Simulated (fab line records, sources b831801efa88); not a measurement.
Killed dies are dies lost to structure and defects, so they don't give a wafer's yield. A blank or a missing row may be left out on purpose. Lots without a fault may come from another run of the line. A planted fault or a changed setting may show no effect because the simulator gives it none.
Tool commonality check | flow sky130 | 14 lots, 42 wafers sampled

WHY IT WAS OPENED
At SKY_VIA2_RS_MEAS_22 the reading VIA2_W_RS is flagged on 2 of 14 lots. Wafers without a fault read 0.272 ohm/sq, standard deviation 0.0036.
Rule: a lot is flagged when every wafer of it that has a number lies more than 4 standard deviations from that mean, or none has a number. The other lots count as sound.

lot  | measured     | on            | VIA2_W_RS (ohm/sq), wafer by wafer | flag
L292 | day 36 19:44 | film_metro-04 | 0.275 0.276 0.276                  |
L293 | day 36 23:46 | film_metro-03 | 0.277 0.276 0.276                  |
L294 | day 37 00:38 | film_metro-03 | 0.266 0.269 0.269                  |
L297 | day 38 07:02 | film_metro-01 | 0.267 0.274 0.265                  |
L298 | day 38 19:02 | film_metro-04 | 0.273 0.269 0.270                  |
L302 | day 39 17:52 | film_metro-04 | 0.281 0.270 0.275                  |
L303 | day 39 22:59 | film_metro-01 | 58.523 59.242 59.514               | FLAGGED
L304 | day 40 08:27 | film_metro-01 | 58.368 56.990 57.428               | FLAGGED
L305 | day 40 14:10 | film_metro-01 | 0.276 0.272 0.268                  |
L306 | day 40 23:03 | film_metro-04 | 0.274 0.271 0.275                  |
L308 | day 41 15:38 | film_metro-04 | 0.274 0.282 0.272                  |
L309 | day 41 18:50 | film_metro-01 | 0.273 0.270 0.269                  |
L311 | day 42 11:08 | film_metro-01 | 0.273 0.273 0.273                  |
L314 | day 43 15:38 | film_metro-03 | 0.265 0.271 0.268                  |
The numbers of the flagged lots are 58.344 ohm/sq on average: +58.072 ohm/sq against the usual, or +99 or more standard deviations.

WHICH TOOL RAN EACH LOT
The record holds 3 process steps before the reading, out of a route of 708 steps. In each cell: the tool, then ch and the chambers that the sampled wafers went through, then the start.
lot  | flag    | SKY_METAL2_DESCUM_17              | SKY_VIA2_ETCH_14                   | SKY_VIA2_CVD_21
L292 |         | rie_metal-02 ch 0,1, day 35 15:29 | rie_diel-01 ch 0,1,2, day 36 18:49 | cvd_w-02 ch 0, day 36 19:34
L293 |         | rie_metal-04 ch 0,1, day 35 19:40 | rie_diel-01 ch 1,2, day 36 22:50   | cvd_w-02 ch 0,1, day 36 23:38
L294 |         | rie_metal-02 ch 0, day 35 20:55   | rie_diel-04 ch 0,3, day 36 23:41   | cvd_w-01 ch 0, day 37 00:29
L297 |         | rie_metal-03 ch 0,1, day 37 03:24 | rie_diel-02 ch 0,1, day 38 06:07   | cvd_w-02 ch 0,1, day 38 06:55
L298 |         | rie_metal-04 ch 0,1, day 37 15:48 | rie_diel-02 ch 1,3, day 38 18:06   | cvd_w-01 ch 0,1, day 38 18:54
L302 |         | rie_metal-04 ch 0,1, day 38 14:22 | rie_diel-01 ch 0,1,3, day 39 16:53 | cvd_w-02 ch 0,1, day 39 17:44
L303 | FLAGGED | rie_metal-04 ch 0, day 38 19:31   | rie_diel-02 ch 0,3, day 39 22:03   | cvd_w-02 ch 0,1, day 39 22:51
L304 | FLAGGED | rie_metal-02 ch 0,1, day 39 05:38 | rie_diel-01 ch 0,1,2, day 40 07:29 | cvd_w-01 ch 0,1, day 40 08:19
L305 |         | rie_metal-04 ch 0, day 39 11:43   | rie_diel-02 ch 0,1,2, day 40 13:12 | cvd_w-02 ch 0,1, day 40 14:00
L306 |         | rie_metal-02 ch 0,1, day 39 19:09 | rie_diel-02 ch 0,2,3, day 40 21:41 | cvd_w-01 ch 0,1, day 40 22:56
L308 |         | rie_metal-04 ch 0, day 40 13:41   | rie_diel-01 ch 0,1,3, day 41 14:41 | cvd_w-02 ch 0,1, day 41 15:29
L309 |         | rie_metal-03 ch 0, day 40 16:11   | rie_diel-01 ch 1,2, day 41 17:54   | cvd_w-02 ch 0,1, day 41 18:41
L311 |         | rie_metal-04 ch 0, day 41 08:05   | rie_diel-04 ch 0,1,3, day 42 09:50 | cvd_w-02 ch 0,1, day 42 11:00
L314 |         | rie_metal-04 ch 0, day 42 14:20   | rie_diel-02 ch 1,2,3, day 43 14:45 | cvd_w-02 ch 0,1, day 43 15:31
What these steps do:
- SKY_METAL2_DESCUM_17: chemistry O2, time 8 s.
- SKY_VIA2_ETCH_14: etches BARC in N2/H2, stops on SiO2, time 45.9 s, target depth 60 nm.
- SKY_VIA2_CVD_21: deposits W, target thk 420 nm, time 126.4 s.
- SKY_VIA2_RS_MEAS_22: measures by four-point-probe.

FLAGGED OVER TOTAL, TOOL BY TOOL (the gauges that took the reading come last)
step                 | tool          | lots run | flagged | share of the flagged lots | sound lots run after its first flagged lot
SKY_METAL2_DESCUM_17 | rie_metal-02  | 4        | 1       | some                      | 1 (L306)
SKY_METAL2_DESCUM_17 | rie_metal-03  | 2        | 0       | none                      | -
SKY_METAL2_DESCUM_17 | rie_metal-04  | 8        | 1       | some                      | 4 (L305,L308,L311,L314)
SKY_VIA2_ETCH_14     | rie_diel-01   | 6        | 1       | some                      | 2 (L308,L309)
SKY_VIA2_ETCH_14     | rie_diel-02   | 6        | 1       | some                      | 3 (L305,L306,L314)
SKY_VIA2_ETCH_14     | rie_diel-04   | 2        | 0       | none                      | -
SKY_VIA2_CVD_21      | cvd_w-01      | 4        | 1       | some                      | 1 (L306)
SKY_VIA2_CVD_21      | cvd_w-02      | 10       | 1       | some                      | 5 (L305,L308,L309,L311,L314)
SKY_VIA2_RS_MEAS_22  | film_metro-01 | 6        | 2       | all                       | 3 (L305,L309,L311)
SKY_VIA2_RS_MEAS_22  | film_metro-03 | 3        | 0       | none                      | -
SKY_VIA2_RS_MEAS_22  | film_metro-04 | 5        | 0       | none                      | -

WHAT THE TABLE ALLOWS
1 row of the table ran every flagged lot: film_metro-01 at SKY_VIA2_RS_MEAS_22.
- film_metro-01 at SKY_VIA2_RS_MEAS_22: 2 of its 6 lots flagged. Sound lots ran on it after the first flagged one (L305, L309, L311), which a lasting fault on the whole tool wouldn't allow.
No row of the table ran every flagged lot and no sound lot after the first.

WHAT THE SIMULATOR HAD PUT IN
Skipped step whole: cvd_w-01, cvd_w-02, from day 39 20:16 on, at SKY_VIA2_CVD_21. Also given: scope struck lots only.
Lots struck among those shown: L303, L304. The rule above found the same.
